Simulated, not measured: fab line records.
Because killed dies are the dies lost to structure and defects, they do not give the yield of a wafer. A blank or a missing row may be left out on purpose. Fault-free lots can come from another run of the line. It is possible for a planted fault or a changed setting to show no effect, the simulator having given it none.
Shared-tool check ; flow gf180mcu ; 13 lots and 39 wafers in the sample

WHY IT WAS OPENED
Of 13 lots, 2 have the reading NWELL_TW flagged at GF_NWELL_TW_MEAS_11. Wafers without a fault read 1574, standard deviation 13.
Rule: a lot gets a flag if all its wafers with a number sit over 4 standard deviations from that mean, or if no wafer of it has a number. As for the other lots, they are considered sound.

lot;measured;on;NWELL_TW, wafer by wafer;flag
L922;day 3 08:18;film_metro-04;1567 1571 1586;
L923;day 3 13:51;film_metro-03;1572 1571 1581;
L924;day 3 20:39;film_metro-01;1562 1572 1559;
L927;day 4 09:09;film_metro-03;1583 1585 1592;
L933;day 5 20:13;film_metro-01;1563 1563 1562;
L934;day 6 01:35;film_metro-01;1823 1816 1825;FLAGGED
L935;day 6 08:00;film_metro-03;1867 1852 1860;FLAGGED
L936;day 6 13:05;film_metro-01;1562 1566 1569;
L938;day 7 00:52;film_metro-04;1592 1596 1586;
L939;day 7 06:49;film_metro-04;1583 1585 1581;
L943;day 8 03:39;film_metro-04;1555 1548 1566;
L944;day 8 07:38;film_metro-01;1553 1557 1548;
L945;day 8 16:48;film_metro-04;1569 1567 1570;
The numbers of the flagged lots are 1840 on average: +266 against the usual, or +20 standard deviations.

EACH LOT AND THE TOOL IT RAN ON
The record keeps 1 process step preceding the reading, out of 602 steps on the route. Every cell lists first the tool, next ch and the chambers used by the sampled wafers, and last the start.
lot;flag;GF_DNWELL_COAT_02
L922;;litho_track-02 ch 0, day 2 13:05
L923;;litho_track-02 ch 0, day 2 17:51
L924;;litho_track-02 ch 0, day 3 00:50
L927;;litho_track-02 ch 0, day 3 13:36
L933;;litho_track-04 ch 0, day 4 22:45
L934;FLAGGED;litho_track-02, day 5 02:30
L935;FLAGGED;litho_track-01, day 5 08:49
L936;;litho_track-02 ch 0, day 5 14:06
L938;;litho_track-02 ch 0, day 6 00:05
L939;;litho_track-02 ch 0, day 6 06:36
L943;;litho_track-01 ch 0, day 7 02:26
L944;;litho_track-04 ch 0, day 7 06:38
L945;;litho_track-01 ch 0, day 7 15:35
What is done by these steps:
- GF_DNWELL_COAT_02: resist thk 3000 nm.
- GF_NWELL_TW_MEAS_11

FLAGGED AGAINST TOTAL, ONE TOOL AT A TIME (gauges that did the reading follow at the end)
step;tool;lots run;flagged;share of the flagged lots;sound lots run after its first flagged lot
GF_DNWELL_COAT_02;litho_track-01;3;1;some;2 (L943,L945)
GF_DNWELL_COAT_02;litho_track-02;8;1;some;3 (L936,L938,L939)
GF_DNWELL_COAT_02;litho_track-04;2;0;none;-
GF_NWELL_TW_MEAS_11;film_metro-01;5;1;some;2 (L936,L944)
GF_NWELL_TW_MEAS_11;film_metro-03;3;1;some;0
GF_NWELL_TW_MEAS_11;film_metro-04;5;0;none;-

THE TABLE: WHAT IT ALLOWS
No row of the table ran every flagged lot.

WHAT HAD BEEN PUT IN BY THE SIMULATOR
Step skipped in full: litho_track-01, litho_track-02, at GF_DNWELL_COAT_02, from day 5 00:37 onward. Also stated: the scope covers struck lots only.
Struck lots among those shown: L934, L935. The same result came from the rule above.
